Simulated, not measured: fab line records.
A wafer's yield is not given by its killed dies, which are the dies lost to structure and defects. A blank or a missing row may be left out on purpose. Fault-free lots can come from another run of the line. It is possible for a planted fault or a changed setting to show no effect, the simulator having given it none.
Matching of chambers || flow sfq line || 4 sister chambers for SFQ_TRILAYER_I6_CMP_CMP_166 on cmp-02
The step polishes SiO2. 8 wafers are shown with their chamber, then 9 later ones without.

## WAFERS, EACH WITH ITS CHAMBER
{"wafer": "L242.3", "chamber": 0, "motor current A (A)": 10.0, "time to endpoint s (s)": 208}
{"wafer": "L244.2", "chamber": 2, "motor current A (A)": 10.5, "time to endpoint s (s)": 221}
{"wafer": "L244.6", "chamber": 3, "motor current A (A)": 8.3, "time to endpoint s (s)": 220}
{"wafer": "L245.1", "chamber": 3, "motor current A (A)": 8.3, "time to endpoint s (s)": 216}
{"wafer": "L245.5", "chamber": 1, "motor current A (A)": 10.1, "time to endpoint s (s)": 223}
{"wafer": "L246.1", "chamber": 2, "motor current A (A)": 10.7, "time to endpoint s (s)": 212}
{"wafer": "L246.2", "chamber": 1, "motor current A (A)": 9.2, "time to endpoint s (s)": 220}
{"wafer": "L246.3", "chamber": 0, "motor current A (A)": 10.4, "time to endpoint s (s)": 212}

## WAFERS MISSING THEIR CHAMBER
{"wafer": "L248.3", "motor current A (A)": 10.6, "time to endpoint s (s)": 202}
{"wafer": "L248.1", "motor current A (A)": 10.3, "time to endpoint s (s)": 207}
{"wafer": "L248.2", "motor current A (A)": 9.7, "time to endpoint s (s)": 219}
{"wafer": "L249.2", "motor current A (A)": 9.8, "time to endpoint s (s)": 202}
{"wafer": "L249.5", "motor current A (A)": 10.4, "time to endpoint s (s)": 207}
{"wafer": "L249.6", "motor current A (A)": 8.1, "time to endpoint s (s)": 205}
{"wafer": "L250.3", "motor current A (A)": 10.6, "time to endpoint s (s)": 206}
{"wafer": "L250.5", "motor current A (A)": 9.9, "time to endpoint s (s)": 202}
{"wafer": "L250.6", "motor current A (A)": 8.4, "time to endpoint s (s)": 203}

## WHICH CHAMBER EACH ONE RAN IN
{"wafer": "L248.3", "from the rows above": "can't be placed: 0 or 2", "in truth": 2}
{"wafer": "L248.1", "from the rows above": "can't be placed: 0 or 2", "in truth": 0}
{"wafer": "L248.2", "from the rows above": "can't be placed: 1 or 2", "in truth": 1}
{"wafer": "L249.2", "from the rows above": 0, "in truth": 0}
{"wafer": "L249.5", "from the rows above": "can't be placed: 0 or 2", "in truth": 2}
{"wafer": "L249.6", "from the rows above": 3, "in truth": 3}
{"wafer": "L250.3", "from the rows above": "can't be placed: 0 or 2", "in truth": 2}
{"wafer": "L250.5", "from the rows above": "can't be placed: 0 or 2", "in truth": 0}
{"wafer": "L250.6", "from the rows above": "can't be placed: 3 or 0", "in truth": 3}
Correct placement for 2 of the 9. From these rows, 7 cannot be placed; in 7 the true chamber is one of the candidates. Wrongly placed: 0.
How it was worked out, from the rows above alone: a wafer's distance from a chamber is the root of the sum, over the readings, of the square of ((its reading less the chamber's mean) divided by the reading's scatter). If the next closest chamber is less than 2 further off than the closest, the wafer can't be placed; otherwise it belongs to the closest. The mean given for a chamber averages the wafers shown for that chamber. The scatter is the square root of a quotient: the sum, over the shown wafers, of each reading's squared deviation from its chamber's mean, divided by wafers minus chambers.
